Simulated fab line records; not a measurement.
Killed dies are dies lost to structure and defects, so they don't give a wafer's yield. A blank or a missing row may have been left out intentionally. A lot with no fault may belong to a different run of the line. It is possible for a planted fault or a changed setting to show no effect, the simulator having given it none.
fab line records ; flow sky130
record lots=6; wafers=18; last_day=51
route steps=708 shown NWELL@65 PAD_OPEN@708
lots with no fault: from the same line, run without faults
start_h: the number of hours between the record's first day and the start of the first shown wafer of the lot ; wait_h: time in hours since the lot's previous step ; " the same as in the row above ; L1.1+2: one row covering several wafers at once ; - either no value or no given start ; * or withheld: withheld ; < > ~ a bound
route shown NAME@n: a module of which the file shows steps, and the number in the route of the first ; usual: mean and standard deviation over wafers with no fault ; same: alike in all rows ; chamber/n: place in a boat ; sites: each site's reading ; _std_site: how widely they spread, as a standard deviation ; _edge_site: inner sites' mean taken away from outer sites' mean ; radius_mm: for every site, how far away it sits from the centre of the wafer ; mask NAME#n: copy n ; behind: the last tool/chamber to shape the wafer ; hold: the reason the lot was held/the length of the hold in hours/how it ended ; device: the n, p or np transistor that did not switch ; end of line: tests of these same wafers at the route's end ; a step with no rows: only its recipe ; killed: count of dies lost to structure and defects at first sort (not the wafer's yield) ; map: a wafer's dies, marking killed ones x, the rest . and places with no die _
set.NAME: the setting as run; set.NAME@STEP: as run at that earlier step ; model.NAME: the simulator's own value behind a step, which no gauge read
a table for each step, a row for each wafer; lots at some steps of the route
services: when a tool's chamber went out of use (start_h, in hours from the record's first day, below 0 if earlier), for how many hours, and the reason
## steps
# step SKY_NWELL_IMPLANT_12
# recipe species=P; energy_kev=120; dose_cm2=1.3e+12; tilt_deg=withheld
# step SKY_NWELL_IMPLANT_13
# recipe species=P; energy_kev=50; dose_cm2=7e+11; tilt_deg=withheld
# step SKY_NWELL_STRIP_14
# recipe chemistry=O2/N2; power_w=1400; pressure_mtorr=1500; platen_temp_c=withheld; o2_flow_sccm=3000; n2_flow_sccm=300; overash_fraction=0.5
# usual drypump_motor_current_A=5.6/0.38; n2_flow_sccm=300.0/0.91; oes_product_au=0.722/0.0046; strip_time_to_endpoint_s=36.94/0.1
lot.wafer;tool;chamber;start_h;wait_h;drypump_motor_current_A;n2_flow_sccm;oes_product_au;rf_hours_counter_h;strip_time_to_endpoint_s
L141.2;plasma_asher-01;0;98.99;0.1;5.0;299.2;0.727;40;36.83
L141.4;plasma_asher-01;1;98.99;0.1;5.7;300.1;0.720;-;36.89
L141.6;plasma_asher-01;1;98.99;0.1;5.7;300.0;0.718;-;36.84
L146.3;plasma_asher-03;1;126.85;0.1;5.6;298.6;0.721;-;36.98
L146.4;plasma_asher-03;0;126.85;0.1;5.7;298.3;0.729;-;36.84
L146.6;plasma_asher-03;1;126.85;0.1;5.6;300.6;0.721;-;36.96
L149.1;plasma_asher-02;0;141.94;0.1;5.7;299.5;0.722;2;36.88
L149.3;plasma_asher-02;1;141.94;0.1;6.4;300.5;0.725;-;36.76
L149.5;plasma_asher-02;0;141.94;0.1;5.7;299.3;0.730;-;36.76
L151.1;plasma_asher-03;1;152.59;0.1;5.6;299.8;0.718;32;37.04
L151.2;plasma_asher-03;0;152.59;0.1;5.7;300.8;0.721;32;36.99
L151.3;plasma_asher-03;0;152.59;0.1;5.7;301.4;0.726;-;36.95
L161.2;plasma_asher-01;1;219.74;0.1;5.7;298.2;0.725;52;36.94
L161.4;plasma_asher-01;0;219.74;0.1;5.0;298.8;0.725;-;36.99
L161.5;plasma_asher-01;0;219.74;0.1;5.0;299.0;0.709;-;36.84
L163.1;plasma_asher-02;0;226.04;0.1;5.7;301.2;0.715;9;36.89
L163.2;plasma_asher-02;1;226.04;0.1;6.3;299.2;0.723;9;37.12
L163.3;plasma_asher-02;1;226.04;0.1;6.3;300.2;0.718;-;37.02
# step SKY_NWELL_TW_MEAS_15
# usual NWELL_TW=1826/8.6
lot.wafer;tool;chamber;start_h;wait_h;NWELL_TW
L141.2;film_metro-04;-;99.10;0.1;1810
L141.4;film_metro-04;-;99.10;0.1;1815
L141.6;film_metro-04;-;99.10;0.1;1820
L146.3;film_metro-01;-;126.94;0.1;1818
L146.4;film_metro-01;-;126.94;0.1;1815
L146.6;film_metro-01;-;126.94;0.1;1830
L149.1;film_metro-04;-;142.04;0.1;1831
L149.3;film_metro-04;-;142.04;0.1;1825
L149.5;film_metro-04;-;142.04;0.1;1824
L151.1;film_metro-04;-;152.69;0.1;1826
L151.2;film_metro-04;-;152.69;0.1;1820
L151.3;film_metro-04;-;152.69;0.1;1818
L161.2;film_metro-02;-;219.85;0.1;1849
L161.4;film_metro-02;-;219.85;0.1;1832
L161.5;film_metro-02;-;219.85;0.1;1832
L163.1;film_metro-01;-;226.14;0.1;1828
L163.2;film_metro-01;-;226.14;0.1;1828
L163.3;film_metro-01;-;226.14;0.1;1835
# step SKY_NWELL_DEHYDRATE_16
# recipe temp_c=200; time_s=60
# step SKY_NWELL_HMDS_17
# recipe prime_time_s=60; prime_temp_c=120
# step SKY_NWELL_COAT_18
# recipe spin_rpm=2000; resist_thk_nm=3000
# step SKY_NWELL_SOFTBAKE_19
# recipe temp_c=110; time_s=withheld
# step SKY_NWELL_EXPOSE_20
# recipe mask_id=NWM_COMPLEMENT; na=0.6; source_shape=conventional; sigma_outer=0.6; polarization=unpolarized; target_cd_nm=840; dose_mj=260
# step SKY_NWELL_PEB_21
# recipe temp_c=115; time_s=withheld
# step SKY_NWELL_DEVELOP_22
# recipe wall_angle_deg=90; developer=TMAH; develop_time_s=60; dev_temp_c=23.54
# step SKY_NWELL_OVL_MEAS_23
# usual NWELL_01_OVL=0.8/1.4
lot.wafer;tool;chamber;start_h;wait_h;NWELL_01_OVL[nm]
L141.2;overlay-02;-;117.54;-;1.5
L141.4;overlay-02;-;117.54;-;-1.2
L141.6;overlay-02;-;117.54;-;0.2
L146.3;overlay-02;-;146.26;-;1.7
L146.4;overlay-02;-;146.26;-;3.7
L146.6;overlay-02;-;146.26;-;1.2
L149.1;overlay-02;-;161.50;-;0.9
L149.3;overlay-02;-;161.50;-;1.4
L149.5;overlay-02;-;161.50;-;0.0
L151.1;overlay-02;-;172.78;-;2.5
L151.2;overlay-02;-;172.78;-;1.2
L151.3;overlay-02;-;172.78;-;1.5
L161.2;overlay-01;-;242.31;-;0.8
L161.4;overlay-01;-;242.31;-;0.3
L161.5;overlay-01;-;242.31;-;0.0
L163.1;overlay-02;-;248.90;-;0.2
L163.2;overlay-02;-;248.90;-;0.8
L163.3;overlay-02;-;248.90;-;0.0
# step SKY_NWELL_IMPLANT_24
# recipe species=B; energy_kev=140; dose_cm2=9.2e+12; tilt_deg=withheld
# usual dose_ions_cm2=9.198e+12/1.2e+10; faraday_current_uA=51.9/1.1
lot.wafer;tool;chamber;start_h;wait_h;dose_ions_cm2;faraday_current_uA
L141.2;implanter-04;0;117.59;0.0;9.228e+12;52.9
L141.4;implanter-04;0;117.59;0.0;9.195e+12;50.0
L141.6;implanter-04;0;117.59;0.0;9.193e+12;50.5
L146.3;implanter-03;0;146.34;0.1;9.199e+12;52.8
L146.4;implanter-03;0;146.34;0.1;9.199e+12;53.6
L146.6;implanter-03;0;146.34;0.1;9.19e+12;52.7
L149.1;implanter-04;0;161.54;0.0;1.0406e+13;56.5
L149.3;implanter-04;0;161.54;0.0;1.0415e+13;61.0
L149.5;implanter-04;0;161.54;0.0;1.0424e+13;58.7
L151.1;implanter-04;0;172.82;0.0;1.0426e+13;61.0
L151.2;implanter-04;0;172.82;0.0;1.0417e+13;59.4
L151.3;implanter-04;0;172.82;0.0;1.0421e+13;58.7
L161.2;implanter-03;0;242.36;0.0;9.204e+12;51.0
L161.4;implanter-03;0;242.36;0.0;9.198e+12;50.9
L161.5;implanter-03;0;242.36;0.0;9.191e+12;52.6
L163.1;implanter-01;0;248.94;0.0;9.203e+12;50.8
L163.2;implanter-01;0;248.94;0.0;9.196e+12;53.6
L163.3;implanter-01;0;248.94;0.0;9.223e+12;51.7
# step SKY_NWELL_STRIP_25
# recipe chemistry=O2/N2; power_w=1400; pressure_mtorr=1500; platen_temp_c=withheld; o2_flow_sccm=3000; n2_flow_sccm=300; overash_fraction=0.5
# usual drypump_motor_current_A=5.7/0.43; n2_flow_sccm=300.1/1.1; oes_product_au=0.722/0.0047; strip_time_to_endpoint_s=36.91/0.11
lot.wafer;tool;chamber;start_h;wait_h;drypump_motor_current_A;n2_flow_sccm;oes_product_au;rf_hours_counter_h;strip_time_to_endpoint_s
L141.2;plasma_asher-01;0;117.72;0.1;5.0;301.1;0.716;42;36.91
L141.4;plasma_asher-01;0;117.72;0.1;5.0;301.6;0.719;-;36.76
L141.6;plasma_asher-01;1;117.72;0.1;5.7;300.3;0.723;-;36.86
L146.3;plasma_asher-02;0;146.47;0.1;5.7;299.7;0.725;-;36.83
L146.4;plasma_asher-02;1;146.47;0.1;6.3;300.7;0.730;-;36.87
L146.6;plasma_asher-02;0;146.47;0.1;5.7;300.8;0.723;-;36.92
L149.1;plasma_asher-03;0;161.69;0.1;5.7;299.8;0.724;33;36.94
L149.3;plasma_asher-03;0;161.69;0.1;5.7;299.4;0.726;-;36.76
L149.5;plasma_asher-03;0;161.69;0.1;5.7;299.1;0.714;-;36.82
L151.1;plasma_asher-01;1;172.97;0.1;5.7;299.4;0.727;48;36.96
L151.2;plasma_asher-01;0;172.97;0.1;5.0;299.2;0.726;48;37.03
L151.3;plasma_asher-01;0;172.97;0.1;5.0;299.0;0.721;-;36.98
L161.2;plasma_asher-03;0;242.49;0.1;5.6;298.7;0.723;41;36.81
L161.4;plasma_asher-03;0;242.49;0.1;5.7;299.2;0.728;-;36.90
L161.5;plasma_asher-03;1;242.49;0.1;5.6;302.0;0.718;-;36.94
L163.1;plasma_asher-01;0;249.09;0.1;5.0;300.8;0.726;55;37.01
L163.2;plasma_asher-01;1;249.09;0.1;5.7;299.3;0.724;55;37.01
L163.3;plasma_asher-01;1;249.09;0.1;5.7;299.5;0.715;-;36.99
# step SKY_NWELL_TW_MEAS_26
# usual NWELL_2_TW=499.6/2.8
lot.wafer;tool;chamber;start_h;wait_h;NWELL_2_TW
L141.2;film_metro-02;-;117.83;0.1;500.4
L141.4;film_metro-02;-;117.83;0.1;499.9
L141.6;film_metro-02;-;117.83;0.1;503.1
L146.3;film_metro-02;-;146.56;0.1;503.4
L146.4;film_metro-02;-;146.56;0.1;500.8
L146.6;film_metro-02;-;146.56;0.1;502.6
L149.1;film_metro-01;-;161.79;0.1;514.3
L149.3;film_metro-01;-;161.79;0.1;514.2
L149.5;film_metro-01;-;161.79;0.1;517.6
L151.1;film_metro-04;-;173.07;0.1;514.7
L151.2;film_metro-04;-;173.07;0.1;514.1
L151.3;film_metro-04;-;173.07;0.1;515.4
L161.2;film_metro-02;-;242.60;0.1;502.1
L161.4;film_metro-02;-;242.60;0.1;502.9
L161.5;film_metro-02;-;242.60;0.1;501.2
L163.1;film_metro-02;-;249.19;0.1;504.0
L163.2;film_metro-02;-;249.19;0.1;501.6
L163.3;film_metro-02;-;249.19;0.1;499.6
# step SKY_NWELL_CLEAN_27
# recipe chemistry=SC1/SC2; mix=1:4:20; temp_c=70; time_s=150; dry=n2_spin
# step SKY_PAD_OPEN_PROBE_99
# usual killed_at_M0_to_M3=43/7.5; killed_at_M4_up=3.2/1.9; killed_at_contacts=24/5.6; killed_at_front_end=15/4.8; killed_at_other=0.2/0.54; killed_dies=86/11; killed_open=47/7.6; killed_short=39/7.1
# same gross_dies=492; killed_at_back_side=0
lot.wafer;tool;chamber;start_h;wait_h;killed_at_M0_to_M3;killed_at_M4_up;killed_at_contacts;killed_at_front_end;killed_at_other;killed_dies;killed_open;killed_short;model.etest.pfet_16v.r_on_ohm_um;model.etest.res_pwell_under_gate.rs_ohm_sq;model.etest.res_nwell.width_nm;model.etest.pfet_16v.drive_ua_um;model.etest.field_n.vt_v
L141.2;prober-02;-;1106.84;0.1;34;8;16;14;0;72;42;30;1.479e+04;2282;843.5;249.4;35.39
L141.4;prober-02;-;1106.94;0.2;41;1;27;11;0;80;42;38;1.472e+04;2274;842.3;252.4;35.09
L141.6;prober-02;-;1107.04;0.2;51;4;32;18;0;105;60;45;1.459e+04;2288;839.7;252.1;34.53
L146.3;prober-02;-;1137.81;0.2;38;4;27;8;0;77;45;32;1.5e+04;2289;838.4;242.5;35.2
L146.4;prober-02;-;1137.86;0.2;49;3;25;14;0;91;51;40;1.509e+04;2288;838.4;243;35.44
L146.6;prober-02;-;1137.96;0.2;47;3;28;13;0;91;53;38;1.497e+04;2282;836;244.1;35.23
L149.1;prober-01;-;1150.65;0.1;45;3;20;20;0;88;51;37;1.425e+04;2064;830.2;254.7;38.14
L149.3;prober-01;-;1150.75;0.2;55;7;26;12;0;100;57;43;1.426e+04;2094;825.2;254.3;38.31
L149.5;prober-01;-;1150.85;0.2;40;2;30;8;0;80;36;44;1.423e+04;2098;827.6;255.2;37.91
L151.1;prober-01;-;1161.21;0.1;55;1;31;24;0;111;59;52;1.414e+04;2117;827.3;255.3;38.17
L151.2;prober-01;-;1161.26;0.1;50;3;21;18;1;93;45;48;1.454e+04;2116;835.9;254.6;39.09
L151.3;prober-01;-;1161.31;0.2;41;2;23;17;0;83;51;32;1.415e+04;2125;826;258;37.95
L161.2;prober-01;-;1214.26;0.1;37;3;30;15;0;85;55;30;1.536e+04;2266;845.9;241.6;36.21
L161.4;prober-01;-;1214.36;0.2;53;4;25;11;0;93;48;45;1.488e+04;2276;837.3;245.1;35.25
L161.5;prober-01;-;1214.41;0.2;47;5;19;20;0;91;53;38;1.515e+04;2270;848.1;241.4;36.18
L163.1;prober-01;-;1219.38;0.1;42;6;20;12;0;80;49;31;1.507e+04;2303;852;244.5;35.36
L163.2;prober-01;-;1219.43;0.1;32;4;15;8;0;59;37;22;1.569e+04;2301;854.4;241;36.1
L163.3;prober-01;-;1219.48;0.2;39;1;19;13;0;72;40;32;1.565e+04;2323;853.3;239.7;35.94
# killed by level:class
L141.2 VIA1:geometric_particle:open=12 CONTACT:geometric_particle:open=8 POLY_GATE:geometric_particle:open=5 METAL4:geometric_particle:short=5 VIA1:geometric_particle:short=4 METAL2:geometric_particle:short=4 POLY_GATE:geometric_particle:short=3 METAL3:geometric_particle:short=3
L141.4 CONTACT:geometric_particle:open=9 VIA1:geometric_particle:open=8 METAL1:geometric_particle:short=6 LI_CONTACT:geometric_particle:open=5 CONTACT:geometric_particle:short=5 VIA3:geometric_particle:short=5 VIA2:geometric_particle:open=5 FIELD_ISO:geometric_particle:short=4
L141.6 CONTACT:geometric_particle:open=11 VIA1:geometric_particle:open=11 LOCAL_INTERCONNECT:geometric_particle:short=10 VIA3:geometric_particle:open=9 VIA2:geometric_particle:open=8 LI_CONTACT:geometric_particle:open=7 FIELD_ISO:geometric_particle:short=5 METAL2:geometric_particle:short=5
L146.3 CONTACT:geometric_particle:open=11 LI_CONTACT:geometric_particle:open=9 VIA1:geometric_particle:open=8 METAL2:geometric_particle:short=6 CONTACT:geometric_particle:short=5 METAL1:geometric_particle:short=5 VIA3:geometric_particle:short=5 VIA3:geometric_particle:open=5
L146.4 VIA1:geometric_particle:open=19 LI_CONTACT:geometric_particle:open=10 METAL1:geometric_particle:short=7 VIA3:geometric_particle:open=7 CONTACT:geometric_particle:open=6 VIA3:geometric_particle:short=4 SONOS_ONO:geometric_particle:short=3 POLY_GATE:geometric_particle:short=3
L146.6 VIA1:geometric_particle:open=16 CONTACT:geometric_particle:open=9 LI_CONTACT:geometric_particle:open=7 LOCAL_INTERCONNECT:geometric_particle:short=7 METAL1:geometric_particle:short=5 VIA2:geometric_particle:open=5 VIA3:geometric_particle:open=5 VIA1:geometric_particle:short=4
L149.1 VIA1:geometric_particle:open=11 METAL2:geometric_particle:short=11 LI_CONTACT:geometric_particle:open=8 FIELD_ISO:geometric_particle:open=7 VIA2:geometric_particle:open=7 CONTACT:geometric_particle:open=6 POLY_GATE:geometric_particle:open=4 VIA3:geometric_particle:open=4
L149.3 VIA1:geometric_particle:open=16 CONTACT:geometric_particle:open=10 VIA2:geometric_particle:open=10 VIA3:geometric_particle:open=8 VIA1:geometric_particle:short=6 METAL1:geometric_particle:short=6 METAL3:geometric_particle:short=6 POLY_GATE:geometric_particle:open=5
L149.5 CONTACT:geometric_particle:open=11 CONTACT:geometric_particle:short=8 VIA2:geometric_particle:open=8 METAL2:geometric_particle:short=7 VIA1:geometric_particle:short=7 LI_CONTACT:geometric_particle:open=5 METAL1:geometric_particle:short=5 VIA1:geometric_particle:open=5
L151.1 VIA1:geometric_particle:open=13 VIA2:geometric_particle:open=9 LI_CONTACT:geometric_particle:open=8 FIELD_ISO:geometric_particle:open=7 POLY_GATE:geometric_particle:short=7 CONTACT:geometric_particle:short=7 CONTACT:geometric_particle:open=7 LI_CONTACT:geometric_particle:short=6
L151.2 VIA1:geometric_particle:open=11 METAL1:geometric_particle:short=9 CONTACT:geometric_particle:open=8 VIA2:geometric_particle:open=8 VIA3:geometric_particle:open=7 FIELD_ISO:geometric_particle:short=6 FIELD_ISO:geometric_particle:open=6 CONTACT:geometric_particle:short=6
L151.3 LI_CONTACT:geometric_particle:open=9 CONTACT:geometric_particle:open=8 VIA1:geometric_particle:open=8 FIELD_ISO:geometric_particle:open=6 METAL1:geometric_particle:short=6 VIA1:geometric_particle:short=5 CONTACT:geometric_particle:short=4 METAL2:geometric_particle:short=4
L161.2 VIA1:geometric_particle:open=16 CONTACT:geometric_particle:open=11 VIA2:geometric_particle:open=7 POLY_GATE:geometric_particle:open=7 CONTACT:geometric_particle:short=7 LI_CONTACT:geometric_particle:open=5 METAL2:geometric_particle:short=4 LOCAL_INTERCONNECT:geometric_particle:short=4
L161.4 VIA1:geometric_particle:open=12 LI_CONTACT:geometric_particle:open=8 CONTACT:geometric_particle:open=8 VIA3:geometric_particle:open=8 METAL2:geometric_particle:short=7 VIA1:geometric_particle:short=6 VIA3:geometric_particle:short=5 LOCAL_INTERCONNECT:geometric_particle:short=4
L161.5 VIA1:geometric_particle:open=12 VIA3:geometric_particle:open=9 CONTACT:geometric_particle:open=7 LOCAL_INTERCONNECT:geometric_particle:short=6 FIELD_ISO:geometric_particle:short=5 POLY_GATE:geometric_particle:open=5 LI_CONTACT:geometric_particle:open=5 VIA2:geometric_particle:short=5
L163.1 VIA1:geometric_particle:open=11 FIELD_ISO:geometric_particle:open=6 VIA2:geometric_particle:open=6 LI_CONTACT:geometric_particle:open=6 LOCAL_INTERCONNECT:geometric_particle:short=5 CONTACT:geometric_particle:open=5 METAL2:geometric_particle:short=4 METAL4:geometric_particle:short=4
L163.2 VIA1:geometric_particle:open=11 LI_CONTACT:geometric_particle:open=7 VIA2:geometric_particle:open=5 VIA3:geometric_particle:open=5 FIELD_ISO:geometric_particle:short=3 FIELD_ISO:geometric_particle:open=3 LOCAL_INTERCONNECT:geometric_particle:short=3 CONTACT:geometric_particle:open=3
L163.3 VIA1:geometric_particle:open=11 CONTACT:geometric_particle:open=7 METAL1:geometric_particle:short=5 VIA2:geometric_particle:open=5 METAL2:geometric_particle:short=5 POLY_GATE:geometric_particle:short=4 LI_CONTACT:geometric_particle:open=4 POLY_GATE:geometric_particle:open=3
## services
tool;chamber;start_h;hours;kind
plasma_asher-03;-;89.54;1.5;repair
plasma_asher-02;-;108.80;9.0;pm
plasma_asher-02;0;108.80;9.0;vent_cycle
plasma_asher-02;1;108.80;9.0;vent_cycle
plasma_asher-02;0;117.80;-;clean
plasma_asher-02;1;117.80;-;clean
implanter-01;-;159.42;2.2;repair
implanter-01;-;179.77;2.3;repair
plasma_asher-02;-;182.09;9.5;repair
implanter-03;-;208.10;2.1;repair
implanter-04;-;211.98;3.3;repair
implanter-01;-;227.52;10.2;repair
implanter-03;-;243.46;0.7;repair
plasma_asher-01;-;247.29;0.4;repair
## key
first_sign step=SKY_NWELL_IMPLANT_24; reading=dose_ions_cm2; direction=up; sigmas=99+; usual=*; struck=*
effect step=SKY_NWELL_IMPLANT_24; reading=faraday_current_uA; direction=up; sigmas=6.9; usual=51.9; struck=59.2
effect step=SKY_NWELL_TW_MEAS_26; reading=NWELL_2_TW; direction=up; sigmas=5.5; usual=499.6; struck=515.1
model_effect step=SKY_PAD_OPEN_PROBE_99; value=etest.pfet_16v.r_on_ohm_um; without=1.511e+04; struck=1.426e+04
met_at SKY_NWELL_IMPLANT_24
struck_wafers L149.1,L149.3,L149.5,L151.1,L151.2,L151.3
tester_left_out L149,L151
onset_between 117.59 161.54
fault kind=process_parameter_drift; tool=implanter-04; chamber=-; onset_h=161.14; steps=SKY_NWELL_IMPLANT_24; channel=dose_cm2; offset=*; shape=step; end_h=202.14; acts_in=*; stated=*
# tester_left_out: of these lots the tester's yield and bins aren't shown, on N5 and GAA mostly nor the transistor test; their killed dies are dies lost to structure and defects alone, not to doping, threshold or leakage, so they don't give the yield
